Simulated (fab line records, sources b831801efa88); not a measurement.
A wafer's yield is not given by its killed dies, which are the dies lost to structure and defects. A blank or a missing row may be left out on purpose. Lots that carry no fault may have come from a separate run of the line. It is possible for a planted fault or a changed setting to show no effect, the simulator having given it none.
fab line records	flow sky130
record lots=10	wafers=30	lastDay=50
route steps=708 shown METAL1@451 VIA1@474 PAD_OPEN@708
lots with no fault: from the same line, run without faults
startH: hours from the record's first day to the start of the lot's first wafer shown	waitH: how many hours have passed since the lot's step before this one	" same as the row above	L1.1+2: one row covering several wafers at once	- no value, or no start was given	* or withheld: withheld	< > ~ a bound
route shown NAME@n: names a module that has steps shown in the file, with the first one's number in the route	usual: mean and standard deviation over wafers with no fault	same: alike in all rows	chamber/n: place in a boat	sites: the reading at each site	_std_site: the standard deviation of these	_edge_site: outer sites' mean less inner sites'	radiusMm: how far each site lies from the wafer's centre	mask NAME#n: copy n	behind: the most recent tool/chamber to have shaped the wafer	hold: why the lot was held/for how many hours/how that ended	device: names the non-switching transistor (n, p or np)	end of line: the tests these same wafers got at the end of their route	a step with no rows: only its recipe	killed: the dies lost at the first sort to structure and to defects; this is not the yield of the wafer	map: per-die view of a wafer (x killed, . not killed, _ where there is no die)
set.NAME: the setting as run; set.NAME@STEP: as run at that earlier step	model.NAME: the simulator's own value behind a step, which no gauge read
one table for each step of the route and one row for each wafer, over a sample of lots
services: from which hour (startH, from the record's first day; less than 0 if before it) a tool's chamber was out of use, for how many hours, and why
## steps
# step SKY_METAL1_DESCUM_17
# recipe chemistry=O2	sourcePowerW=150	biasPowerW=0	pressureMtorr=10	tempC=40	timeS=8
# usual drypumpMotorCurrentA=5.6/0.53	oesProductAu=0.997/0.0082	rfFwdPowerW=147.3/0.88
# same timeS=8
lot.wafer	tool	chamber	startH	waitH	drypumpMotorCurrentA	oesProductAu	rfFwdPowerW	rfHoursCounterH
L366.3	rieMetal-01	1	754.34	0.0	5.1	1.004	146.0	-
L366.4	"	0	"	"	6.2	0.995	148.0	-
L366.6	"	0	"	"	6.1	0.998	147.8	-
L367.2	rieMetal-01	0	764.58	0.0	6.1	0.999	147.5	2
L367.4	"	1	"	"	5.1	1.001	146.5	-
L367.6	"	0	"	"	6.1	0.991	148.0	-
L368.1	rieMetal-03	1	795.91	0.0	5.0	1.004	146.7	1
L368.2	"	0	"	"	5.6	0.997	148.3	14
L368.6	"	0	"	"	5.6	0.996	147.5	-
L369.1	rieMetal-02	1	798.70	0.0	5.8	1.016	147.7	14
L369.2	"	1	"	"	5.8	0.995	146.7	-
L369.4	"	1	"	"	5.8	1.011	147.2	-
L373.1	rieMetal-01	1	827.70	0.0	5.1	0.985	146.4	2
L373.3	"	0	"	"	6.1	1.001	147.3	-
L373.6	"	1	"	"	5.1	1.000	146.7	-
L375.1	rieMetal-01	1	832.43	0.0	5.1	0.990	145.5	2
L375.5	"	0	"	"	6.1	1.003	148.3	-
L375.6	"	1	"	"	5.1	0.989	146.0	-
L376.2	rieMetal-03	1	837.11	0.0	5.0	0.999	148.2	-
L376.3	"	1	"	"	4.9	0.995	148.5	-
L376.4	"	1	"	"	5.0	0.993	147.9	-
L383.2	rieMetal-01	0	895.35	0.0	6.1	0.987	148.0	7
L383.3	"	1	"	"	5.1	0.993	146.5	-
L383.5	"	0	"	"	6.2	0.983	147.6	-
L386.3	rieMetal-02	1	916.84	0.0	5.8	1.019	147.9	-
L386.4	"	0	"	"	6.4	0.995	146.3	-
L386.6	"	1	"	"	5.8	1.004	146.8	-
L387.2	rieMetal-02	0	923.41	0.0	6.4	1.006	145.5	-
L387.3	"	0	"	"	6.4	1.006	145.6	-
L387.5	"	0	"	"	6.4	1.002	145.9	-
# step SKY_VIA1_STRIP_16
# recipe chemistry=O2/N2	powerW=1400	pressureMtorr=1500	platenTempC=withheld	o2FlowSccm=3000	n2FlowSccm=300	overashFraction=0.5
# usual drypumpMotorCurrentA=5.9/0.31	oesProductAu=0.417/0.0044	stripTimeToEndpointS=4.476/0.018
lot.wafer	tool	chamber	startH	waitH	drypumpMotorCurrentA	oesProductAu	rfHoursCounterH	stripTimeToEndpointS
L366.3	plasmaAsher-03	1	782.57	0.1	6.4	0.413	-	4.485
L366.4	"	0	"	"	5.6	0.420	-	4.471
L366.6	"	0	"	"	5.6	0.419	-	4.475
L367.2	plasmaAsher-02	1	791.70	0.0	6.1	0.417	69	4.487
L367.4	"	1	"	"	6.1	0.416	-	4.480
L367.6	"	0	"	"	5.8	0.416	-	4.482
L368.1	plasmaAsher-03	0	823.83	0.0	5.5	0.423	8	4.515
L368.2	"	1	"	"	6.3	0.413	8	4.506
L368.6	"	0	"	"	5.6	0.413	-	4.480
L369.1	plasmaAsher-01	0	827.18	0.0	6.2	0.414	97	4.480
L369.2	"	1	"	"	5.6	0.415	97	4.498
L369.4	"	0	"	"	6.2	0.419	-	4.504
L373.1	plasmaAsher-03	1	856.14	0.0	6.3	0.422	12	4.499
L373.3	"	0	"	"	5.5	0.415	-	4.481
L373.6	"	1	"	"	6.3	0.412	-	4.467
L375.1	plasmaAsher-03	1	860.04	0.0	6.3	0.415	12	4.462
L375.5	"	1	"	"	6.4	0.421	-	4.454
L375.6	"	0	"	"	5.5	0.420	-	4.464
L376.2	plasmaAsher-03	0	864.70	0.0	5.6	0.417	13	4.468
L376.3	"	0	"	"	5.6	0.411	-	4.445
L376.4	"	1	"	"	6.4	0.420	-	4.467
L383.2	plasmaAsher-03	1	922.34	0.0	6.4	0.411	19	4.468
L383.3	"	1	"	"	6.3	0.412	-	4.469
L383.5	"	0	"	"	5.6	0.412	-	4.510
L386.3	plasmaAsher-01	0	943.07	0.1	6.2	0.421	-	4.478
L386.4	"	1	"	"	5.5	0.422	-	4.477
L386.6	"	1	"	"	5.6	0.412	-	4.445
L387.2	plasmaAsher-02	1	949.40	0.0	6.0	0.418	85	4.469
L387.3	"	0	"	"	5.8	0.416	-	4.454
L387.5	"	1	"	"	6.1	0.420	-	4.454
# step SKY_VIA1_CVD_21
# recipe material=W	targetThkNm=270	timeS=80.902	tempC=400	pressureTorr=40
# usual chamberPressureTorr=39.99/0.087	heaterPowerW=822/98
# same timeS=80.902
lot.wafer	tool	chamber	startH	waitH	chamberPressureTorr	heaterPowerW
L366.3	cvdW-01	1	783.23	0.1	39.97	981
L366.4	"	0	"	"	40.13	878
L366.6	"	0	"	"	40.10	841
L367.2	cvdW-02	0	792.36	0.0	40.01	716
L367.4	"	1	"	"	39.85	733
L367.6	"	0	"	"	40.03	743
L368.1	cvdW-01	0	824.48	0.0	40.02	873
L368.2	"	1	"	"	39.92	954
L368.6	"	0	"	"	39.85	840
L369.1	cvdW-01	1	827.84	0.0	39.99	976
L369.2	"	0	"	"	39.90	875
L369.4	"	0	"	"	40.06	897
L373.1	cvdW-01	1	856.79	0.0	39.99	965
L373.3	"	0	"	"	43.91	889
L373.6	"	1	"	"	40.08	983
L375.1	cvdW-01	0	860.69	0.0	43.94	870
L375.5	"	0	"	"	43.90	842
L375.6	"	1	"	"	40.04	962
L376.2	cvdW-01	0	865.35	0.0	43.97	852
L376.3	"	1	"	"	39.93	995
L376.4	"	0	"	"	43.77	842
L383.2	cvdW-01	1	923.06	0.0	40.00	917
L383.3	"	1	"	"	39.88	920
L383.5	"	1	"	"	40.00	900
L386.3	cvdW-02	1	944.06	0.1	39.97	747
L386.4	"	0	"	"	40.09	737
L386.6	"	1	"	"	39.96	743
L387.2	cvdW-01	1	950.05	0.0	39.98	921
L387.3	"	0	"	"	39.97	808
L387.5	"	1	"	"	40.02	945
# step SKY_VIA1_RS_MEAS_22
# recipe thkMeasGauge=four-point-probe	reads=W_of_VIA1_CVD_21+TiN_of_VIA1_SPUTTER_20
# usual VIA1_W_RS=0.427/0.004
lot.wafer	tool	chamber	startH	waitH	VIA1_W_RS[ohm/sq]
L366.3	filmMetro-04	-	783.33	0.1	0.419
L366.4	"	-	"	"	0.424
L366.6	"	-	"	"	0.421
L367.2	filmMetro-02	-	792.47	0.1	0.423
L367.4	"	-	"	"	0.419
L367.6	"	-	"	"	0.428
L368.1	filmMetro-01	-	824.58	0.1	0.426
L368.2	"	-	"	"	0.425
L368.6	"	-	"	"	0.424
L369.1	filmMetro-04	-	827.93	0.1	0.427
L369.2	"	-	"	"	0.431
L369.4	"	-	"	"	0.432
L373.1	filmMetro-01	-	856.88	0.1	0.426
L373.3	"	-	"	"	0.408
L373.6	"	-	"	"	0.428
L375.1	filmMetro-04	-	860.78	0.1	0.404
L375.5	"	-	"	"	0.406
L375.6	"	-	"	"	0.423
L376.2	filmMetro-04	-	865.46	0.1	0.406
L376.3	"	-	"	"	0.424
L376.4	"	-	"	"	0.411
L383.2	filmMetro-01	-	923.17	0.1	0.425
L383.3	"	-	"	"	0.427
L383.5	"	-	"	"	0.428
L386.3	filmMetro-04	-	944.16	0.1	0.428
L386.4	"	-	"	"	0.425
L386.6	"	-	"	"	0.428
L387.2	filmMetro-02	-	950.16	0.1	0.424
L387.3	"	-	"	"	0.426
L387.5	"	-	"	"	0.424
# step SKY_VIA1_THK_MEAS_23
# recipe thkMeasGauge=xrf	reads=W_of_VIA1_CVD_21
# usual VIA1_W_THK=276/3.4
lot.wafer	tool	chamber	startH	waitH	VIA1_W_THK[nm]
L366.3	filmMetro-04	-	783.43	0.1	282
L366.4	"	-	"	"	279
L366.6	"	-	"	"	281
L367.2	filmMetro-02	-	792.58	0.1	274
L367.4	"	-	"	"	276
L367.6	"	-	"	"	272
L368.1	filmMetro-01	-	824.70	0.1	277
L368.2	"	-	"	"	277
L368.6	"	-	"	"	279
L369.1	filmMetro-04	-	828.05	0.1	278
L369.2	"	-	"	"	275
L369.4	"	-	"	"	275
L373.1	filmMetro-01	-	857.00	0.1	279
L373.3	"	-	"	"	290
L373.6	"	-	"	"	277
L375.1	filmMetro-04	-	860.90	0.1	294
L375.5	"	-	"	"	292
L375.6	"	-	"	"	280
L376.2	filmMetro-04	-	865.57	0.1	287
L376.3	"	-	"	"	277
L376.4	"	-	"	"	285
L383.2	filmMetro-01	-	923.28	0.1	276
L383.3	"	-	"	"	274
L383.5	"	-	"	"	275
L386.3	filmMetro-04	-	944.26	0.1	272
L386.4	"	-	"	"	274
L386.6	"	-	"	"	272
L387.2	filmMetro-02	-	950.27	0.1	279
L387.3	"	-	"	"	279
L387.5	"	-	"	"	280
# step SKY_VIA1_CMP_24
# recipe stopOn=SiO2	tOverpolishS=15	downForcePsi=3.5	platenRpm=60	targetThkNm=0	padVelocityMS=0.94248
# usual motorCurrentA=11.3/1	overpolishRunS=15.001/0.0086	timeToEndpointS=64.2/2.5
lot.wafer	tool	chamber	startH	waitH	motorCurrentA	overpolishRunS	timeToEndpointS
L366.3	cmp-01	3	783.47	0.0	10.6	15.001	62.8
L366.4	"	1	"	"	12.6	14.987	65.3
L366.6	"	3	"	"	10.0	15.009	63.0
L367.4	cmp-01	2	792.63	0.0	12.1	15.016	65.8
L367.2	"	1	"	"	12.7	14.998	62.8
L367.6	"	3	"	"	10.6	15.015	61.8
L368.2	cmp-01	0	824.86	0.1	10.8	14.992	62.5
L368.1	"	1	"	"	13.0	14.986	63.1
L368.6	"	3	"	"	10.5	15.001	62.1
L369.2	cmp-02	1	828.16	0.1	9.7	14.995	62.2
L369.4	"	2	"	"	12.2	14.991	63.8
L369.1	"	3	"	"	11.7	15.005	61.8
L373.1	cmp-02	3	857.11	0.1	12.3	14.992	63.6
L373.3	"	0	"	"	10.8	14.990	66.4
L373.6	"	3	"	"	11.8	14.999	62.6
L375.1	cmp-02	1	860.96	0.1	10.3	15.003	71.8
L375.6	"	1	"	"	10.2	14.998	67.1
L375.5	"	2	"	"	12.1	15.001	72.5
L376.4	cmp-01	0	865.62	0.0	10.2	14.993	61.7
L376.2	"	1	"	"	12.9	15.002	66.0
L376.3	"	3	"	"	10.7	14.993	64.3
L383.2	cmp-01	0	923.33	0.0	10.4	14.989	68.9
L383.3	"	3	"	"	10.3	15.009	65.7
L383.5	"	0	"	"	10.4	14.995	68.8
L386.4	cmp-01	1	944.35	0.1	13.3	15.013	63.9
L386.3	"	3	"	"	10.2	15.000	61.9
L386.6	"	1	"	"	13.1	14.989	62.0
L387.3	cmp-02	2	950.42	0.1	11.3	15.004	65.2
L387.2	"	3	"	"	12.1	14.999	65.4
L387.5	"	1	"	"	10.4	15.000	66.1
# step SKY_PAD_OPEN_PROBE_99
# usual defectLimitedYield=81.9/1.9	killed_at_M0_to_M3=45/7.9	killed_at_M4_up=2.9/1.8	killedAtContacts=25/5.5	killedAtFrontEnd=16/4.4	killedAtOther=0.3/0.58	killedDies=89/9.4	killedOpen=49/6.8	killedShort=40/6.3	sort_bin_3_pad_short=0.9/0.41	sort_bin_5_function=10.8/1.5	sort_bin_6_memory=6.4/1.2	sortNPass=403/9.4	sortYieldPct=81.9/1.9
# same grossDies=492	killedAtBackSide=0	sort_bin_4_leakage[%]=0	sort_bin_8_speed[%]=0
lot.wafer	tool	chamber	startH	waitH	defectLimitedYield[%]	killed_at_M0_to_M3	killed_at_M4_up	killedAtContacts	killedAtFrontEnd	killedAtOther	killedDies	killedOpen	killedShort	sort_bin_3_pad_short[%]	sort_bin_5_function[%]	sort_bin_6_memory[%]	sortNPass	sortYieldPct[%]
L367.2	prober-02	-	1074.52	0.1	83.9	32	3	19	25	0	79	35	44	0.4	8.9	6.7	413	83.9
L367.4	prober-02	-	1074.62	0.2	82.9	53	2	17	12	0	84	50	34	1.4	10.8	4.9	408	82.9
L367.6	prober-02	-	1074.72	0.2	80.3	57	4	21	15	0	97	52	45	0.8	12.6	6.3	395	80.3
L368.1	prober-01	-	1097.59	0.1	85.2	42	2	20	9	0	73	35	36	1.2	9.3	4.3	419	85.2
L368.2	prober-01	-	1097.64	0.1	80.3	48	3	27	19	0	97	46	50	1.4	11.2	7.1	395	80.3
L368.6	prober-01	-	1097.84	0.2	80.7	50	3	28	14	0	95	48	47	1.4	11.4	6.5	397	80.7
L369.1	prober-01	-	1101.36	0.1	80.3	61	6	19	10	1	97	55	42	1.0	12.6	6.1	395	80.3
L369.2	prober-01	-	1101.41	0.1	82.5	35	3	22	26	0	86	53	33	1.6	10.8	5.1	406	82.5
L369.4	prober-01	-	1101.51	0.2	81.5	50	1	23	16	1	91	53	38	0.8	11.6	6.1	401	81.5
L373.1	prober-02	-	1123.15	0.1	82.3	42	4	25	16	0	87	49	38	0.4	10.4	6.9	405	82.3
L373.3	prober-02	-	1123.25	0.2	82.1	49	4	22	12	1	88	44	44	1.0	13.4	3.5	404	82.1
L373.6	prober-02	-	1123.40	0.2	84.6	44	2	14	16	0	76	38	38	1.0	8.9	5.5	416	84.6
L375.1	prober-02	-	1128.44	0.1	79.3	52	10	25	15	0	102	39	61	1.2	11.8	7.7	390	79.3
L375.5	prober-02	-	1128.64	0.2	82.5	43	2	26	15	0	86	39	46	0.8	10.0	6.7	406	82.5
L375.6	prober-02	-	1128.69	0.2	83.9	51	1	19	8	0	79	39	40	0.8	9.6	5.7	413	83.9
L376.2	prober-02	-	1130.85	0.1	82.3	46	2	26	13	0	87	43	43	0.4	12.0	5.3	405	82.3
L376.3	prober-02	-	1130.90	0.2	83.9	39	1	28	11	0	79	52	27	1.0	8.7	6.3	413	83.9
L376.4	prober-02	-	1130.95	0.2	83.7	27	4	33	16	0	80	45	35	1.2	7.7	7.3	412	83.7
# killed by level:class
L367.2 LI_CONTACT:geometricParticle:short=6 METAL2:geometricParticle:short=6 METAL3:geometricParticle:short=6 POLY_GATE:geometricParticle:open=5 SPACER:geometricParticle:short=5 VIA1:geometricParticle:open=5 FIELD_ISO:geometricParticle:short=4 LI_CONTACT:geometricParticle:open=4
L367.4 VIA1:geometricParticle:open=11 VIA2:geometricParticle:open=11 CONTACT:geometricParticle:open=9 METAL1:geometricParticle:short=7 VIA1:geometricParticle:short=7 FIELD_ISO:geometricParticle:open=5 CONTACT:geometricParticle:short=5 VIA2:geometricParticle:short=5
L367.6 VIA3:geometricParticle:open=14 VIA1:geometricParticle:open=10 LI_CONTACT:geometricParticle:open=9 VIA3:geometricParticle:short=9 METAL1:geometricParticle:short=7 VIA1:geometricParticle:short=6 FIELD_ISO:geometricParticle:open=5 CONTACT:geometricParticle:open=5
L368.1 VIA1:geometricParticle:open=11 METAL2:geometricParticle:short=8 CONTACT:geometricParticle:short=6 VIA2:geometricParticle:open=6 VIA1:geometricParticle:short=5 LI_CONTACT:geometricParticle:open=4 CONTACT:geometricParticle:open=4 LOCAL_INTERCONNECT:geometricParticle:short=3
L368.2 VIA1:geometricParticle:open=10 METAL1:geometricParticle:short=9 FIELD_ISO:geometricParticle:short=7 LI_CONTACT:geometricParticle:open=7 CONTACT:geometricParticle:open=7 VIA2:geometricParticle:open=7 LOCAL_INTERCONNECT:geometricParticle:short=5 CONTACT:geometricParticle:short=5
L368.6 CONTACT:geometricParticle:open=11 VIA1:geometricParticle:short=10 VIA1:geometricParticle:open=9 VIA3:geometricParticle:short=8 LI_CONTACT:geometricParticle:open=6 VIA3:geometricParticle:open=6 METAL2:geometricParticle:short=6 POLY_GATE:geometricParticle:open=5
L369.1 VIA1:geometricParticle:open=14 VIA3:geometricParticle:open=12 VIA1:geometricParticle:short=8 LI_CONTACT:geometricParticle:open=7 METAL1:geometricParticle:short=6 METAL2:geometricParticle:short=6 VIA2:geometricParticle:open=6 LI_CONTACT:geometricParticle:short=4
L369.2 POLY_GATE:geometricParticle:open=9 VIA2:geometricParticle:open=8 CONTACT:geometricParticle:open=7 VIA1:geometricParticle:open=6 LI_CONTACT:geometricParticle:open=6 METAL1:geometricParticle:short=5 FIELD_ISO:geometricParticle:short=4 POLY_GATE:geometricParticle:short=4
L369.4 METAL1:geometricParticle:short=10 CONTACT:geometricParticle:open=10 POLY_GATE:geometricParticle:open=8 VIA1:geometricParticle:open=8 VIA2:geometricParticle:open=7 LI_CONTACT:geometricParticle:open=6 VIA3:geometricParticle:open=6 METAL1:geometricParticle:open=4
L373.1 VIA1:geometricParticle:open=16 CONTACT:geometricParticle:short=8 LI_CONTACT:geometricParticle:open=6 CONTACT:geometricParticle:open=6 FIELD_ISO:geometricParticle:open=5 POLY_GATE:geometricParticle:short=5 METAL1:geometricParticle:short=5 VIA2:geometricParticle:open=5
L373.3 VIA1:geometricParticle:open=11 VIA1:geometricParticle:short=9 LI_CONTACT:geometricParticle:open=7 CONTACT:geometricParticle:open=6 VIA3:geometricParticle:open=5 VIA2:geometricParticle:short=5 METAL3:geometricParticle:short=5 CONTACT:geometricParticle:short=4
L373.6 VIA1:geometricParticle:open=12 METAL2:geometricParticle:short=6 VIA3:geometricParticle:open=5 CONTACT:geometricParticle:short=5 FIELD_ISO:geometricParticle:short=4 POLY_GATE:geometricParticle:short=4 LI_CONTACT:geometricParticle:open=4 METAL1:geometricParticle:short=4
L375.1 METAL2:geometricParticle:short=13 METAL4:geometricParticle:short=8 CONTACT:geometricParticle:open=8 VIA1:geometricParticle:open=8 LOCAL_INTERCONNECT:geometricParticle:short=7 METAL3:geometricParticle:short=7 FIELD_ISO:geometricParticle:open=5 METAL1:geometricParticle:short=5
L375.5 METAL2:geometricParticle:short=9 LI_CONTACT:geometricParticle:open=7 VIA3:geometricParticle:open=7 METAL3:geometricParticle:short=6 CONTACT:geometricParticle:short=6 CONTACT:geometricParticle:open=6 VIA2:geometricParticle:open=5 FIELD_ISO:geometricParticle:open=4
L375.6 VIA2:geometricParticle:open=14 CONTACT:geometricParticle:open=7 METAL1:geometricParticle:short=7 VIA1:geometricParticle:open=6 FIELD_ISO:geometricParticle:short=5 VIA1:geometricParticle:short=5 LOCAL_INTERCONNECT:geometricParticle:short=4 VIA3:geometricParticle:open=4
L376.2 VIA1:geometricParticle:open=9 VIA3:geometricParticle:open=9 CONTACT:geometricParticle:open=8 CONTACT:geometricParticle:short=7 VIA1:geometricParticle:short=7 METAL2:geometricParticle:short=7 LI_CONTACT:geometricParticle:open=5 METAL1:geometricParticle:short=5
L376.3 CONTACT:geometricParticle:open=14 VIA1:geometricParticle:open=10 VIA3:geometricParticle:open=7 LI_CONTACT:geometricParticle:open=6 METAL2:geometricParticle:short=5 CONTACT:geometricParticle:short=4 VIA2:geometricParticle:open=4 METAL1:geometricParticle:open=3
L376.4 CONTACT:geometricParticle:open=11 LI_CONTACT:geometricParticle:open=8 VIA1:geometricParticle:open=7 VIA2:geometricParticle:open=6 FIELD_ISO:geometricParticle:short=5 LOCAL_INTERCONNECT:geometricParticle:short=5 CONTACT:geometricParticle:short=5 METAL2:geometricParticle:short=5
## services
tool	chamber	startH	hours	kind
plasmaAsher-03	-	733.75	9.0	pm
cmp-02	-	735.13	5.7	pm
cmp-01	-	737.94	1.7	repair
cvdW-01	-	737.97	6.9	pm
cmp-02	-	745.24	4.0	pm
plasmaAsher-01	-	745.96	0.4	repair
cvdW-02	0	748.54	2.7	repair
cmp-02	-	757.26	14.4	pm
rieMetal-02	-	759.95	0.3	repair
cmp-02	-	794.43	1.6	repair
cmp-01	-	796.01	6.2	pm
cmp-01	-	809.56	2.5	repair
cmp-01	-	812.01	4.8	pm
cvdW-01	-	833.73	4.3	pm
cmp-01	-	836.27	0.3	repair
cmp-01	-	848.59	3.6	repair
cmp-01	-	896.91	1.7	repair
rieMetal-02	-	899.62	2.8	pm
cmp-02	-	901.17	2.3	repair
cvdW-01	-	904.00	14.0	pm
cmp-01	-	913.27	2.5	repair
cmp-01	-	919.28	4.0	pm
cmp-02	-	931.80	2.9	repair
cmp-01	-	947.85	1.0	repair
## key
firstSign step=SKY_VIA1_CVD_21	reading=chamberPressureTorr	direction=up	sigmas=45	usual=39.99	struck=43.90
effect step=SKY_VIA1_RS_MEAS_22	reading=VIA1_W_RS	direction=down	sigmas=5.1	usual=0.427	struck=0.407
effect step=SKY_VIA1_THK_MEAS_23	reading=VIA1_W_THK	direction=up	sigmas=4.1	usual=276	struck=290
metAt SKY_VIA1_CVD_21
struckLots L373,L375,L376
struckWafers L373.3,L375.1,L375.5,L376.2,L376.4
notActingAt SKY_METAL1_DESCUM_17,SKY_VIA1_STRIP_16,SKY_VIA1_CMP_24
onsetBetween 827.84 856.79
fault kind=processParameterDrift	tool=cvdW-01	chamber=0	onsetH=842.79	steps=SKY_VIA1_CVD_21	channel=pressureTorr	offset=3.7963	shape=step	endH=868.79	actsIn=theseRecipesOnly	stated=40
